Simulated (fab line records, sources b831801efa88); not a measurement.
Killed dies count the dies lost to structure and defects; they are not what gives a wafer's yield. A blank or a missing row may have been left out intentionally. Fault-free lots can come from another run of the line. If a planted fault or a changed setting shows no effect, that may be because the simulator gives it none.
Which tool did it? :: flow gf180mcu :: 39 wafers from 13 lots sampled at 5 of the route's 602 steps

== WHAT THE GAUGES SHOWED, per wafer ==
GF_MVPSD_OVL_MEAS_07. Usual: MVPSD_OVL typically reads 0.0 nm, with standard deviation 1.6.
lot: L266
measured: day 4 21:28
on: overlay-02
MVPSD_OVL (nm): 0.0 1.0 -0.3
flag: 

lot: L267
measured: day 5 04:59
on: overlay-02
MVPSD_OVL (nm): -1.1 -0.5 -1.3
flag: 

lot: L268
measured: day 5 12:07
on: overlay-02
MVPSD_OVL (nm): -0.2 -0.7 -0.3
flag: 

lot: L269
measured: day 5 17:43
on: overlay-01
MVPSD_OVL (nm): -0.2 -1.0 -1.2
flag: 

lot: L270
measured: day 5 21:46
on: overlay-02
MVPSD_OVL (nm): -0.6 -1.2 0.3
flag: 

lot: L272
measured: day 6 11:55
on: overlay-02
MVPSD_OVL (nm): 0.6 2.1 -0.3
flag: 

lot: L278
measured: day 8 01:10
on: overlay-01
MVPSD_OVL (nm): - - -
flag: OFF

lot: L279
measured: day 8 06:07
on: overlay-02
MVPSD_OVL (nm): - - -
flag: OFF

lot: L282
measured: day 8 23:34
on: overlay-01
MVPSD_OVL (nm): -3.2 -1.9 -2.5
flag: 

lot: L283
measured: day 9 06:28
on: overlay-02
MVPSD_OVL (nm): -2.2 0.7 0.6
flag: 

lot: L284
measured: day 9 14:20
on: overlay-01
MVPSD_OVL (nm): 1.1 -0.1 -0.1
flag: 

lot: L287
measured: day 10 08:16
on: overlay-02
MVPSD_OVL (nm): 2.2 1.1 2.4
flag: 

lot: L288
measured: day 10 10:28
on: overlay-01
MVPSD_OVL (nm): -2.9 -4.2 -2.0
flag: 

GF_NSD_CD_MEAS_07: target cd 400 nm. Usual: cd-nm reads 399.8 nm (standard deviation 2).
lot: L266
measured: day 13 04:04
on: cd-sem-01
cd-nm (nm): 396.2 397.8 399.2
flag: 

lot: L267
measured: day 13 12:31
on: cd-sem-01
cd-nm (nm): 399.4 399.3 400.6
flag: 

lot: L268
measured: day 13 22:43
on: cd-sem-01
cd-nm (nm): 399.8 402.3 400.6
flag: 

lot: L269
measured: day 14 07:23
on: cd-sem-02
cd-nm (nm): 398.9 401.0 396.0
flag: 

lot: L270
measured: day 14 13:02
on: cd-sem-01
cd-nm (nm): 399.9 397.5 400.2
flag: 

lot: L272
measured: day 15 11:05
on: cd-sem-02
cd-nm (nm): 398.0 399.8 397.8
flag: 

lot: L278
measured: day 17 09:43
on: cd-sem-01
cd-nm (nm): 403.2 402.0 403.2
flag: 

lot: L279
measured: day 17 20:04
on: cd-sem-02
cd-nm (nm): 397.8 398.0 398.0
flag: 

lot: L282
measured: day 18 20:10
on: cd-sem-02
cd-nm (nm): 399.8 398.7 396.6
flag: 

lot: L283
measured: day 19 10:01
on: cd-sem-01
cd-nm (nm): 398.9 399.7 398.4
flag: 

lot: L284
measured: day 20 02:36
on: cd-sem-01
cd-nm (nm): 401.8 402.9 401.0
flag: 

lot: L287
measured: day 20 17:43
on: cd-sem-01
cd-nm (nm): 400.3 399.7 401.2
flag: 

lot: L288
measured: day 21 07:05
on: cd-sem-02
cd-nm (nm): 400.0 401.8 399.3
flag: 

== WHAT TOOL EACH LOT RAN ON (gives the tool, then ch and the chambers of the sampled wafers, and finally the start) ==
lot: L266
GF_MVPSD_DEVELOP_06: litho-track-04 ch 0, day 4 21:00
GF_POLY_GATE_STRIP_14: plasma-asher-01 ch 0,1, day 9 01:59
GF_HV_LDD_STRIP_37: plasma-asher-01 ch 0,1, day 11 09:58

lot: L267
GF_MVPSD_DEVELOP_06: litho-track-02 ch 0, day 5 04:00
GF_POLY_GATE_STRIP_14: plasma-asher-01 ch 0,1, day 9 08:49
GF_HV_LDD_STRIP_37: plasma-asher-01 ch 0,1, day 11 17:36

lot: L268
GF_MVPSD_DEVELOP_06: litho-track-04 ch 0, day 5 11:00
GF_POLY_GATE_STRIP_14: plasma-asher-01 ch 0,1, day 9 18:44
GF_HV_LDD_STRIP_37: plasma-asher-01 ch 1, day 12 04:10

lot: L269
GF_MVPSD_DEVELOP_06: litho-track-02 ch 0, day 5 17:00
GF_POLY_GATE_STRIP_14: plasma-asher-03 ch 0,1, day 10 00:50
GF_HV_LDD_STRIP_37: plasma-asher-03 ch 0,1, day 12 11:43

lot: L270
GF_MVPSD_DEVELOP_06: litho-track-02 ch 0, day 5 21:00
GF_POLY_GATE_STRIP_14: plasma-asher-01 ch 0,1, day 10 06:44
GF_HV_LDD_STRIP_37: plasma-asher-03 ch 0,1, day 12 18:13

lot: L272
GF_MVPSD_DEVELOP_06: litho-track-04 ch 0, day 6 11:00
GF_POLY_GATE_STRIP_14: plasma-asher-04 ch 0,1, day 11 01:35
GF_HV_LDD_STRIP_37: plasma-asher-03 ch 0,1, day 13 13:49

lot: L278
GF_MVPSD_DEVELOP_06: litho-track-04 ch 0, day 8 01:00
GF_POLY_GATE_STRIP_14: plasma-asher-04 ch 0,1, day 12 17:47
GF_HV_LDD_STRIP_37: plasma-asher-01 ch 0,1, day 15 08:52

lot: L279
GF_MVPSD_DEVELOP_06: litho-track-04 ch 0, day 8 05:00
GF_POLY_GATE_STRIP_14: plasma-asher-04 ch 0,1, day 13 02:04
GF_HV_LDD_STRIP_37: plasma-asher-01 ch 0,1, day 15 19:22

lot: L282
GF_MVPSD_DEVELOP_06: litho-track-03 ch 0, day 8 23:00
GF_POLY_GATE_STRIP_14: plasma-asher-01 ch 0,1, day 14 00:38
GF_HV_LDD_STRIP_37: plasma-asher-03 ch 0,1, day 16 18:31

lot: L283
GF_MVPSD_DEVELOP_06: litho-track-03 ch 0, day 9 06:00
GF_POLY_GATE_STRIP_14: plasma-asher-03 ch 0,1, day 14 08:37
GF_HV_LDD_STRIP_37: plasma-asher-03 ch 0,1, day 17 07:31

lot: L284
GF_MVPSD_DEVELOP_06: litho-track-02 ch 0, day 9 14:00
GF_POLY_GATE_STRIP_14: plasma-asher-04 ch 0,1, day 14 17:42
GF_HV_LDD_STRIP_37: plasma-asher-01 ch 0,1, day 17 20:27

lot: L287
GF_MVPSD_DEVELOP_06: litho-track-03 ch 0, day 10 08:00
GF_POLY_GATE_STRIP_14: plasma-asher-03 ch 0,1, day 15 14:19
GF_HV_LDD_STRIP_37: plasma-asher-03 ch 0,1, day 18 13:55

lot: L288
GF_MVPSD_DEVELOP_06: litho-track-03 ch 0, day 10 10:00
GF_POLY_GATE_STRIP_14: plasma-asher-03 ch 0,1, day 16 00:17
GF_HV_LDD_STRIP_37: plasma-asher-02 ch 0,1, day 19 03:28
- GF_MVPSD_DEVELOP_06: develop time 60 s.
- GF_POLY_GATE_STRIP_14: strips in O2/N2.
- GF_HV_LDD_STRIP_37: strips in O2/N2.

== AS READ BY THE TOOLS THEMSELVES (means over the sampled wafers that have a number; for cases with no such wafer, the mark the record gives instead) ==
GF_POLY_GATE_STRIP_14. Usual: drypump-motor-current-A 5.7 A, standard deviation 0.46; heater-power-w 328 W, standard deviation 17; oes-product-au 0.505 a.u., standard deviation 0.0048.
lot: L266
tool: plasma-asher-01
drypump-motor-current-A (A): 5.9
heater-power-w (W): 357
oes-product-au (a.u.): 0.511
flag: 

lot: L267
tool: plasma-asher-01
drypump-motor-current-A (A): 5.7
heater-power-w (W): 343
oes-product-au (a.u.): 0.501
flag: 

lot: L268
tool: plasma-asher-01
drypump-motor-current-A (A): 6.0
heater-power-w (W): 350
oes-product-au (a.u.): 0.508
flag: 

lot: L269
tool: plasma-asher-03
drypump-motor-current-A (A): 5.1
heater-power-w (W): 321
oes-product-au (a.u.): 0.510
flag: 

lot: L270
tool: plasma-asher-01
drypump-motor-current-A (A): 5.9
heater-power-w (W): 355
oes-product-au (a.u.): 0.502
flag: 

lot: L272
tool: plasma-asher-04
drypump-motor-current-A (A): 6.1
heater-power-w (W): 319
oes-product-au (a.u.): 0.507
flag: 

lot: L278
tool: plasma-asher-04
drypump-motor-current-A (A): 6.1
heater-power-w (W): 323
oes-product-au (a.u.): 0.506
flag: 

lot: L279
tool: plasma-asher-04
drypump-motor-current-A (A): 6.1
heater-power-w (W): 323
oes-product-au (a.u.): 0.506
flag: 

lot: L282
tool: plasma-asher-01
drypump-motor-current-A (A): 5.7
heater-power-w (W): 350
oes-product-au (a.u.): 0.504
flag: 

lot: L283
tool: plasma-asher-03
drypump-motor-current-A (A): 5.1
heater-power-w (W): 319
oes-product-au (a.u.): 0.502
flag: 

lot: L284
tool: plasma-asher-04
drypump-motor-current-A (A): 6.1
heater-power-w (W): 319
oes-product-au (a.u.): 0.500
flag: 

lot: L287
tool: plasma-asher-03
drypump-motor-current-A (A): 5.1
heater-power-w (W): 317
oes-product-au (a.u.): 0.503
flag: 

lot: L288
tool: plasma-asher-03
drypump-motor-current-A (A): 5.3
heater-power-w (W): 324
oes-product-au (a.u.): 0.501
flag: 

GF_HV_LDD_STRIP_37. Usual: drypump-motor-current-A 5.7 A, standard deviation 0.49; heater-power-w 346 W, standard deviation 22; oes-product-au 0.716 a.u., standard deviation 0.0048; strip-time-to-endpoint-s 12.64 s, standard deviation 0.033.
lot: L266
tool: plasma-asher-01
drypump-motor-current-A (A): 5.7
heater-power-w (W): 347
oes-product-au (a.u.): 0.712
strip-time-to-endpoint-s (s): 12.62
flag: 

lot: L267
tool: plasma-asher-01
drypump-motor-current-A (A): 5.9
heater-power-w (W): 356
oes-product-au (a.u.): 0.715
strip-time-to-endpoint-s (s): 12.71
flag: 

lot: L268
tool: plasma-asher-01
drypump-motor-current-A (A): 5.5
heater-power-w (W): 331
oes-product-au (a.u.): 0.712
strip-time-to-endpoint-s (s): 12.65
flag: 

lot: L269
tool: plasma-asher-03
drypump-motor-current-A (A): 5.1
heater-power-w (W): 320
oes-product-au (a.u.): 0.712
strip-time-to-endpoint-s (s): 12.64
flag: 

lot: L270
tool: plasma-asher-03
drypump-motor-current-A (A): 5.3
heater-power-w (W): 325
oes-product-au (a.u.): 0.722
strip-time-to-endpoint-s (s): 12.66
flag: 

lot: L272
tool: plasma-asher-03
drypump-motor-current-A (A): 5.2
heater-power-w (W): 325
oes-product-au (a.u.): 0.714
strip-time-to-endpoint-s (s): 12.63
flag: 

lot: L278
tool: plasma-asher-01
drypump-motor-current-A (A): 5.9
heater-power-w (W): 356
oes-product-au (a.u.): 0.715
strip-time-to-endpoint-s (s): 12.66
flag: 

lot: L279
tool: plasma-asher-01
drypump-motor-current-A (A): 5.7
heater-power-w (W): 344
oes-product-au (a.u.): 0.716
strip-time-to-endpoint-s (s): 12.65
flag: 

lot: L282
tool: plasma-asher-03
drypump-motor-current-A (A): 5.1
heater-power-w (W): 321
oes-product-au (a.u.): 0.719
strip-time-to-endpoint-s (s): 12.66
flag: 

lot: L283
tool: plasma-asher-03
drypump-motor-current-A (A): 5.1
heater-power-w (W): 326
oes-product-au (a.u.): 0.718
strip-time-to-endpoint-s (s): 12.61
flag: 

lot: L284
tool: plasma-asher-01
drypump-motor-current-A (A): 5.9
heater-power-w (W): 348
oes-product-au (a.u.): 0.721
strip-time-to-endpoint-s (s): 12.61
flag: 

lot: L287
tool: plasma-asher-03
drypump-motor-current-A (A): 5.2
heater-power-w (W): 323
oes-product-au (a.u.): 0.715
strip-time-to-endpoint-s (s): 12.64
flag: 

lot: L288
tool: plasma-asher-02
drypump-motor-current-A (A): 6.2
heater-power-w (W): 365
oes-product-au (a.u.): 0.716
strip-time-to-endpoint-s (s): 12.59
flag: 

== THE ANSWER, worked out from the rows above alone ==
Rule: a lot counts as off when the mean over its wafers that have a number is more than 3 standard deviations away from the usual mean. A lot without any number at a reading at which 4 lots or more have one is off too. All remaining lots with rows at the step are treated as sound. The gauges are gone through in route order, then the tools' own readings, and for those a lot's mean is taken as printed above. At the first step where some lot is off, the reading lying furthest off is the one used; lots without a number count as furthest.
Off: L278, L279, seen at GF_MVPSD_OVL_MEAS_07 (MVPSD_OVL). Without a number there: L278, L279.
A tool fits if, at a process step before that reading, it ran every lot that is off, and no sound lot after the first of them. Those tools and the gauges at GF_MVPSD_OVL_MEAS_07 are tried in the same way. One fits: GF_MVPSD_DEVELOP_06 on litho-track-04. A fault onset in the window from L272 (day 6 11:00, its last sound lot) to L278 (day 8 01:00, its first lot off) fits.

== WHAT THE SIMULATOR PUT IN ==
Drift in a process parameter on litho-track-04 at GF_MVPSD_DEVELOP_06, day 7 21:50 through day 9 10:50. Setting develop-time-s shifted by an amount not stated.
Lots struck among those shown: L278, L279. The same result came from the rule above.
